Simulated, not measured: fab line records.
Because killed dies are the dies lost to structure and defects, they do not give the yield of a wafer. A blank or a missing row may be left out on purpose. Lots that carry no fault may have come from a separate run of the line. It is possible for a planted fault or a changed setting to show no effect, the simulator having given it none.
2 desks looking at one fault    flow gf180mcu    every desk sees just its own numbers, and what lay behind them comes last

== AT THE METROLOGY DESK ==
What the gauges read, lot by lot, whatever tool the lot ran on: means of the sampled wafers that have a number. Any lot whose mean is over 4 standard deviations away from the usual mean is out of limits and marked OUT; that distance is given in the brackets.
Columns: A = cd nm at GF_M5_CD_MEAS_07, usual 279.6 nm; B = V5_W_RS at GF_V5_RS_MEAS_24, usual 0.328 ohm/sq; C = V5_W_THK at GF_V5_THK_MEAS_25, usual 357 nm; D = cd nm at GF_TOP_METAL_CD_MEAS_14, usual 440.1 nm
lot   first seen here  A      B                C    D
L520  day 27 00:23     278.9  0.325            362  442.8
L521  day 27 07:23     278.8  0.326            355  442.0
L522  day 28 00:08     278.7  0.278 (-12) OUT  354  440.5
L523  day 28 11:14     278.2  0.277 (-12) OUT  356  444.7
L526  day 29 07:25     277.5  0.338            346  438.0
L535  day 31 12:13     279.2  0.324            364  436.4
L536  day 31 16:01     281.8  0.325            358  444.5
L537  day 31 23:50     279.8  0.328            357  438.8
L538  day 32 03:58     281.3  0.325            359  437.3
L539  day 32 10:50     280.6  0.330            351  440.3
L540  day 32 15:49     279.7  0.324            357  439.5
This desk finds L522, L523 out of limits, with the earliest case on L522 at day 28 21:30 (V5_W_RS at GF_V5_RS_MEAS_24). In limits: L520, L521, L526, L535, L536, L537, L538, L539, L540.

== DESK OF THE TOOL OWNER: cvd w-01 ==
The tool's own readings at GF_V5_CVD_23 (deposits W, target thk 350 nm, time 104.9 s): means of the sampled wafers that have a number, for each lot that ran on this tool. Any lot whose mean is over 4 standard deviations away from the usual mean is out of limits and marked OUT; that distance is given in the brackets.
Columns: A = heater power w at GF_V5_CVD_23, usual 841 W
lot   first seen here  A
L520  day 27 22:27     870
L522  day 28 21:23     839
L523  day 29 09:19     835
L535  day 32 07:56     838
L536  day 32 11:29     844
L537  day 32 18:31     830
L538  day 32 22:52     839
L540  day 33 10:22     884
This desk's finding: nothing out of limits on any of the 8 lots.

== PUT TOGETHER ==
On L522, L523, the metrology desk was in a position to raise an alarm at day 28 21:30.
The tool owner's desk saw nothing out of limits.
On record at the tool owner's desk: L522, L523, within its limits.
The lots listed all ran GF_V5_CVD_23 on cvd w-01.

== WHAT THE SIMULATOR HAD PUT IN ==
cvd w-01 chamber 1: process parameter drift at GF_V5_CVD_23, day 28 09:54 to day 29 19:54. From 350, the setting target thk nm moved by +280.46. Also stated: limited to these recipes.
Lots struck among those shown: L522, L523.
Time in hours between the start of the fault and the first out-of-limits reading at each desk: metrology desk, 12.
